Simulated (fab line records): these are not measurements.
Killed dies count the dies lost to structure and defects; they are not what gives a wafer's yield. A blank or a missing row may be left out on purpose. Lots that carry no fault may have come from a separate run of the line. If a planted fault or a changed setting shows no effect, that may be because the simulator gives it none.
Which tool did it? | flow sky130 | 15 lots, 45 wafers sampled, at 4 steps of a route of 708

== WHAT THE GAUGES SHOWED, per wafer ==
SKY_VT_ADJUST_HVTR_TW_MEAS_11. Usual: VT_ADJUST_HVTR_TW typically reads 213, with standard deviation 4.2.
lot  | measured     | on            | VT_ADJUST_HVTR_TW | flag
L187 | day 9 03:55  | film metro-02 | 216 217 215       |
L188 | day 9 11:25  | film metro-02 | 216 216 217       |
L190 | day 10 01:27 | film metro-03 | 210 210 208       |
L191 | day 10 14:29 | film metro-02 | 218 219 219       |
L198 | day 13 04:03 | film metro-02 | 215 216 216       |
L197 | day 13 06:56 | film metro-02 | 218 217 217       |
L199 | day 13 23:14 | film metro-04 | 207 207 206       |
L200 | day 13 23:47 | film metro-02 | 217 218 217       |
L201 | day 14 06:17 | film metro-02 | 217 217 218       |
L202 | day 14 11:23 | film metro-04 | 29 29 29          | OFF
L204 | day 14 15:46 | film metro-04 | 29 30 30          | OFF
L206 | day 15 09:00 | film metro-02 | 31 31 31          | OFF
L208 | day 15 19:33 | film metro-02 | 216 216 216       |
L209 | day 16 04:04 | film metro-03 | 209 209 210       |
L210 | day 16 13:54 | film metro-02 | 216 217 216       |

SKY_LDD_HVP_OVL_MEAS_07. Usual: LDD_HVP_OVL typically reads -1.5 nm, with standard deviation 1.6.
lot  | measured     | on         | LDD_HVP_OVL (nm) | flag
L187 | day 21 02:39 | overlay-01 | -4.6 -1.8 -3.4   |
L188 | day 21 07:04 | overlay-02 | 0.5 0.2 0.1      |
L190 | day 22 06:30 | overlay-02 | -2.0 0.6 -2.2    |
L191 | day 22 22:41 | overlay-02 | -2.0 0.1 -1.6    |
L198 | day 26 03:58 | overlay-01 | -2.7 -1.9 -1.5   |
L197 | day 26 05:55 | overlay-01 | -0.6 0.7 -0.7    |
L199 | day 26 22:01 | overlay-02 | -1.8 -1.8 0.9    |
L200 | day 26 19:22 | overlay-02 | -1.7 -0.1 -0.8   |
L201 | day 27 04:47 | overlay-02 | -1.8 -0.2 -1.7   |
L208 | day 28 23:00 | overlay-02 | -1.2 -4.5 -3.4   |
L209 | day 29 01:55 | overlay-01 | -3.3 -1.4 -2.6   |
L210 | day 29 14:28 | overlay-01 | -2.6 -2.1 -1.8   |

== WHICH TOOL RAN EACH LOT (tool, then ch and the chambers of the sampled wafers, then the start) ==
lot  | SKY_NWELL_STRIP_25                   | SKY_VT_ADJUST_HVTR_IMPLANT_09
L187 | plasma asher-02 ch 0,1, day 5 04:17  | implanter-01 ch 0, day 9 03:40
L188 | plasma asher-02 ch 1, day 5 10:07    | implanter-03 ch 0, day 9 11:10
L190 | plasma asher-02 ch 0,1, day 5 21:10  | implanter-03 ch 0, day 10 01:12
L191 | plasma asher-04 ch 0,1, day 6 08:11  | implanter-04 ch 0, day 10 14:15
L198 | plasma asher-04 ch 0,1, day 8 09:34  | implanter-01 ch 0, day 13 03:48
L197 | plasma asher-04 ch 0,1, day 8 10:17  | implanter-01 ch 0, day 13 06:43
L199 | plasma asher-01 ch 0,1, day 9 00:08  | implanter-04 ch 0, day 13 22:59
L200 | plasma asher-01 ch 0, day 9 00:49    | implanter-03 ch 0, day 13 23:33
L201 | plasma asher-01 ch 0,1, day 9 05:48  | implanter-03 ch 0, day 14 06:03
L202 | plasma asher-01 ch 0,1, day 9 09:46  | implanter-04, day 14 11:09
L204 | plasma asher-02 ch 0,1, day 9 15:45  | implanter-01, day 14 15:31
L206 | plasma asher-02 ch 0,1, day 10 04:24 | implanter-03, day 15 08:47
L208 | plasma asher-04 ch 0,1, day 10 10:56 | implanter-01 ch 0, day 15 19:18
L209 | plasma asher-02 ch 0,1, day 10 19:59 | implanter-03 ch 0, day 16 03:49
L210 | plasma asher-02 ch 0,1, day 11 02:03 | implanter-01 ch 0, day 16 13:39
- SKY_NWELL_STRIP_25: strips in O2/N2.
- SKY_VT_ADJUST_HVTR_IMPLANT_09

== WHAT THE TOOLS THEMSELVES READ (means of the sampled wafers that have a number; where no wafer has one, the mark that the record gives instead) ==
SKY_NWELL_STRIP_25. Usual: drypump motor current A 5.97 A, standard deviation 0.25; oes product au 0.723 a.u., standard deviation 0.0047; strip time to endpoint s 36.92 s, standard deviation 0.1.
lot  | tool            | drypump motor current A (A) | oes product au (a.u.) | strip time to endpoint s (s) | flag
L187 | plasma asher-02 | 5.69                        | 0.721                 | 36.99                        |
L188 | plasma asher-02 | 5.54                        | 0.722                 | 37.03                        |
L190 | plasma asher-02 | 5.79                        | 0.723                 | 36.86                        |
L191 | plasma asher-04 | 6.19                        | 0.720                 | 36.79                        |
L198 | plasma asher-04 | 6.20                        | 0.720                 | 36.77                        |
L197 | plasma asher-04 | 6.17                        | 0.727                 | 36.90                        |
L199 | plasma asher-01 | 6.13                        | 0.726                 | 36.93                        |
L200 | plasma asher-01 | 6.17                        | 0.724                 | 36.88                        |
L201 | plasma asher-01 | 6.13                        | 0.720                 | 36.83                        |
L202 | plasma asher-01 | 6.13                        | 0.725                 | 36.98                        |
L204 | plasma asher-02 | 5.80                        | 0.723                 | 36.98                        |
L206 | plasma asher-02 | 5.70                        | 0.724                 | 37.03                        |
L208 | plasma asher-04 | 6.10                        | 0.723                 | 37.07                        |
L209 | plasma asher-02 | 5.80                        | 0.726                 | 36.90                        |
L210 | plasma asher-02 | 5.78                        | 0.716                 | 36.94                        |

SKY_VT_ADJUST_HVTR_IMPLANT_09. Usual: beam energy keV 9.9993, standard deviation 0.0027; beam on s 9.99 s, standard deviation 0.22.
lot  | tool         | beam energy keV | beam on s (s) | flag
L187 | implanter-01 | 9.9980          | 10.06         |
L188 | implanter-03 | 9.9956          | 10.05         |
L190 | implanter-03 | 9.9999          | 10.15         |
L191 | implanter-04 | 9.9986          | 9.92          |
L198 | implanter-01 | 10.0022         | 9.90          |
L197 | implanter-01 | 10.0010         | 10.21         |
L199 | implanter-04 | 9.9981          | 9.91          |
L200 | implanter-03 | 9.9998          | 9.82          |
L201 | implanter-03 | 9.9979          | 9.91          |
L202 | implanter-04 | -               | -             | OFF
L204 | implanter-01 | -               | -             | OFF
L206 | implanter-03 | -               | -             | OFF
L208 | implanter-01 | 10.0040         | 9.95          |
L209 | implanter-03 | 9.9990          | 9.99          |
L210 | implanter-01 | 9.9972          | 9.96          |

== THE ANSWER, worked out from the rows above alone ==
Rule: a lot counts as off when the mean over its wafers that have a number is more than 3 standard deviations away from the usual mean. A lot without any number at a reading at which 4 lots or more have one is off too. Where the step has rows for the other lots, those lots are counted as sound. The gauges are gone through in route order, then the tools' own readings, and for those a lot's mean is taken as printed above. At the first step where some lot is off, the reading lying furthest off is the one used; lots without a number count as furthest.
Off: L202, L204, L206, seen at SKY_VT_ADJUST_HVTR_TW_MEAS_11 (VT_ADJUST_HVTR_TW).
If a tool, at a process step before that reading, ran all the lots that are off and no sound lot after the first of them, it fits. The gauges at SKY_VT_ADJUST_HVTR_TW_MEAS_11 aren't tried: what is off there is off at SKY_VT_ADJUST_HVTR_IMPLANT_09 too, on other tools, and a gauge's error can't cause that. Not one of the candidates tried fits.

== WHAT THE SIMULATOR HAD PUT IN ==
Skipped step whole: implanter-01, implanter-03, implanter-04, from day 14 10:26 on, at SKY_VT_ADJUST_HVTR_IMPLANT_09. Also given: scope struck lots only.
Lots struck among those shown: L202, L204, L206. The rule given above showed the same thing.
